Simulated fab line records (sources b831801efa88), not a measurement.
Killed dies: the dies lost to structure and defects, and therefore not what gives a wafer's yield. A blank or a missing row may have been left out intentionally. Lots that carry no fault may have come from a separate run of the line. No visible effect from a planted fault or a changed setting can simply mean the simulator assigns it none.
The tool behind it: which one? -- flow sky130 -- 42 wafers from 14 lots sampled at 4 of the route's 708 steps

## WHAT THE GAUGES SHOWED, per wafer
SKY_VIA1_THK_MEAS_23: measures by xrf. Usual: for VIA1_W_THK the level is 271 nm and the standard deviation is 3.5.
lot,measured,on,VIA1_W_THK (nm),flag
L692,day 34 06:13,filmMetro-04,273 273 275,
L694,day 34 19:50,filmMetro-02,275 267 272,
L695,day 35 04:10,filmMetro-02,271 269 269,
L696,day 35 11:51,filmMetro-04,270 269 269,
L706,day 39 08:42,filmMetro-02,271 271 271,
L707,day 39 16:42,filmMetro-01,266 266 266,
L708,day 39 20:28,filmMetro-02,268 269 270,
L709,day 39 22:31,filmMetro-01,265 264 266,
L710,day 40 04:50,filmMetro-02,272 270 272,
L711,day 40 06:52,filmMetro-02,270 271 271,
L712,day 40 10:07,filmMetro-02,271 272 269,
L714,day 41 05:03,filmMetro-04,274 271 272,

## WHICH TOOL RAN EACH LOT (tool, then ch and the chambers of the sampled wafers, then the start)
lot,SKY_FIELD_ISO_PEB_11,SKY_CONTACT_ETCH_16,SKY_VIA1_CVD_21
L692,"lithoTrack-01 ch 0, day 2 10:00","rieDiel-04 ch 0,1, day 31 18:42","cvdW-01 ch 0,1, day 34 05:59"
L694,"lithoTrack-03 ch 0, day 2 19:00","rieDiel-01 ch 0,1,2, day 32 09:59","cvdW-02 ch 0,1, day 34 19:37"
L695,"lithoTrack-01 ch 0, day 3 00:00","rieDiel-01 ch 2,3, day 32 18:29","cvdW-01 ch 0,1, day 35 03:57"
L696,"lithoTrack-01 ch 0, day 3 07:00","rieDiel-04 ch 0,2, day 33 00:17","cvdW-02 ch 0, day 35 11:38"
L699,"lithoTrack-01, day 3 21:00",-,-
L700,"lithoTrack-04, day 4 04:00",-,-
L706,"lithoTrack-01 ch 0, day 5 13:00","rieDiel-03 ch 1,3, day 37 01:54","cvdW-02 ch 0,1, day 39 08:29"
L707,"lithoTrack-04 ch 0, day 5 18:00","rieDiel-01 ch 1,2,3, day 37 09:39","cvdW-02 ch 0,1, day 39 16:29"
L708,"lithoTrack-01 ch 0, day 6 01:00","rieDiel-04 ch 1,2, day 37 13:27","cvdW-01 ch 0, day 39 20:10"
L709,"lithoTrack-03 ch 0, day 6 01:00","rieDiel-01 ch 1,2,3, day 37 15:14","cvdW-01 ch 0, day 39 22:13"
L710,"lithoTrack-04 ch 0, day 6 12:00","rieDiel-04 ch 1,2,3, day 37 22:38","cvdW-02 ch 0,1, day 40 04:37"
L711,"lithoTrack-01 ch 0, day 6 13:00","rieDiel-04 ch 0,1, day 38 00:05","cvdW-01 ch 0,1, day 40 06:40"
L712,"lithoTrack-03 ch 0, day 6 17:00","rieDiel-04 ch 0,2, day 38 04:02","cvdW-02 ch 1, day 40 09:53"
L714,"lithoTrack-01 ch 0, day 7 06:00","rieDiel-03 ch 0,1,2, day 38 21:42","cvdW-02 ch 0,1, day 41 04:51"
- SKY_FIELD_ISO_PEB_11
- SKY_CONTACT_ETCH_16: etches BARC in N2/H2, stops on SiO2, time 45.9 s, target depth 60 nm.
- SKY_VIA1_CVD_21: deposits W, target thk 270 nm, time 80.902 s.

## WHAT THE TOOLS THEMSELVES READ (means of the sampled wafers that have a number; where no wafer has one, the mark that the record gives instead)
SKY_FIELD_ISO_PEB_11. Usual: exhaustPa at 45.1 Pa, with a standard deviation of 0.96.
lot,tool,exhaustPa (Pa),flag
L692,lithoTrack-01,44.0,
L694,lithoTrack-03,45.6,
L695,lithoTrack-01,44.7,
L696,lithoTrack-01,45.0,
L699,lithoTrack-01,-,OFF
L700,lithoTrack-04,-,OFF
L706,lithoTrack-01,44.6,
L707,lithoTrack-04,45.9,
L708,lithoTrack-01,44.8,
L709,lithoTrack-03,44.9,
L710,lithoTrack-04,44.6,
L711,lithoTrack-01,45.6,
L712,lithoTrack-03,45.4,
L714,lithoTrack-01,44.9,

SKY_CONTACT_ETCH_16. Usual: chamberPressureMTorr 29.998 mTorr, standard deviation 0.03; drypumpMotorCurrentA 5.6 A, standard deviation 0.57; oesProductAu 0.854 a.u., standard deviation 0.0048; throttleValvePct 13.225 %, standard deviation 0.0085.
lot,tool,chamberPressureMTorr (mTorr),drypumpMotorCurrentA (A),oesProductAu (a.u.),throttleValvePct (%),flag
L692,rieDiel-04,29.985,5.7,0.848,13.222,
L694,rieDiel-01,29.988,5.8,0.854,13.222,
L695,rieDiel-01,29.993,5.0,0.853,13.233,
L696,rieDiel-04,29.969,6.0,0.853,13.222,
L706,rieDiel-03,29.959,5.6,0.858,13.222,
L707,rieDiel-01,30.030,5.3,0.857,13.213,
L708,rieDiel-04,30.004,5.1,0.856,13.224,
L709,rieDiel-01,30.025,5.3,0.853,13.219,
L710,rieDiel-04,29.990,5.3,0.852,13.229,
L711,rieDiel-04,30.008,6.1,0.849,13.218,
L712,rieDiel-04,29.997,5.4,0.852,13.228,
L714,rieDiel-03,29.992,5.7,0.856,13.225,

SKY_VIA1_CVD_21. Usual: heaterPowerW 846 W, standard deviation 39; susceptorTempC 399.96 C, standard deviation 0.21.
lot,tool,heaterPowerW (W),susceptorTempC (C),flag
L692,cvdW-01,855,400.12,
L694,cvdW-02,901,399.99,
L695,cvdW-01,849,399.88,
L696,cvdW-02,915,400.20,
L706,cvdW-02,831,400.14,
L707,cvdW-02,786,400.03,
L708,cvdW-01,848,400.01,
L709,cvdW-01,859,400.11,
L710,cvdW-02,830,400.02,
L711,cvdW-01,853,399.97,
L712,cvdW-02,780,399.86,
L714,cvdW-02,803,400.00,

## THE ANSWER, worked out from the rows above alone
Rule: a lot counts as off when the mean over its wafers that have a number is more than 3 standard deviations away from the usual mean. A lot without any number at a reading at which 4 lots or more have one is off too. All remaining lots with rows at the step are treated as sound. Order of review: gauges by route order, followed by the tools' own readings, for which a lot's mean as printed above is used. At the first step where some lot is off, the reading lying furthest off is the one used; lots without a number count as furthest.
Off, at SKY_FIELD_ISO_PEB_11 on exhaustPa: L699, L700. Without a number there: L699, L700.
If a tool, at that step or one of the process steps before it, ran each lot that is off and ran no sound lot following the first of them, it fits. None of those tried fits.

## WHAT THE SIMULATOR HAD INSERTED
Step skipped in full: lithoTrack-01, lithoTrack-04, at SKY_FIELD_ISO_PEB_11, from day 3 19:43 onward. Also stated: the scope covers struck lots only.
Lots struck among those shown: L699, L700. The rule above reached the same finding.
